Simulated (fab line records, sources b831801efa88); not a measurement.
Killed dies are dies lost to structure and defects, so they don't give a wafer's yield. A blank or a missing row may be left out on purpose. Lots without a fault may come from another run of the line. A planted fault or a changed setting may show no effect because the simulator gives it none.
Chamber matching | flow gf180mcu | GF_V3_CMP_04 on cmp-02: 4 sister chambers
The step polishes SiO2. 4 wafers are shown with their chamber, then 8 later ones without.

WAFERS WITH THEIR CHAMBER
wafer  | chamber | motor_current_A (A)
L529.3 | 3       | 12.5
L533.3 | 0       | 13.6
L533.6 | 2       | 10.7
L535.3 | 1       | 13.9

WAFERS WITHOUT THEIR CHAMBER
wafer  | motor_current_A (A)
L535.5 | 11.5
L535.6 | 13.5
L536.1 | 11.7
L536.3 | 12.6
L536.6 | 13.9
L539.1 | 12.0
L539.3 | 13.0
L539.6 | 11.6

WHICH CHAMBER EACH WENT THROUGH
wafer  | from the rows above          | in truth
L535.5 | can't be placed: 2 or 3      | 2
L535.6 | can't be placed: 0 or 1 or 3 | 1
L536.1 | can't be placed: 3 or 2 or 0 | 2
L536.3 | can't be placed: 3 or 0      | 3
L536.6 | can't be placed: 1 or 0      | 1
L539.1 | can't be placed: 3 or 2 or 0 | 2
L539.3 | can't be placed: 3 or 0 or 1 | 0
L539.6 | can't be placed: 2 or 3 or 0 | 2
Placed correctly: 0 of 8. Can't be placed from these rows: 8 (the true chamber is among the candidates in 8). Placed wrongly: 0.
How it was worked out, from the rows above alone: a wafer's distance from a chamber is the root of the sum, over the readings, of the square of ((its reading less the chamber's mean) divided by the reading's scatter). The wafer belongs to the nearest chamber; if the next one is less than 2 further off, it can't be placed. A chamber's mean is the mean of its shown wafers. The scatter: with one shown wafer a chamber, the root of the mean of the squares of how far each hidden wafer lies from its nearest shown one.
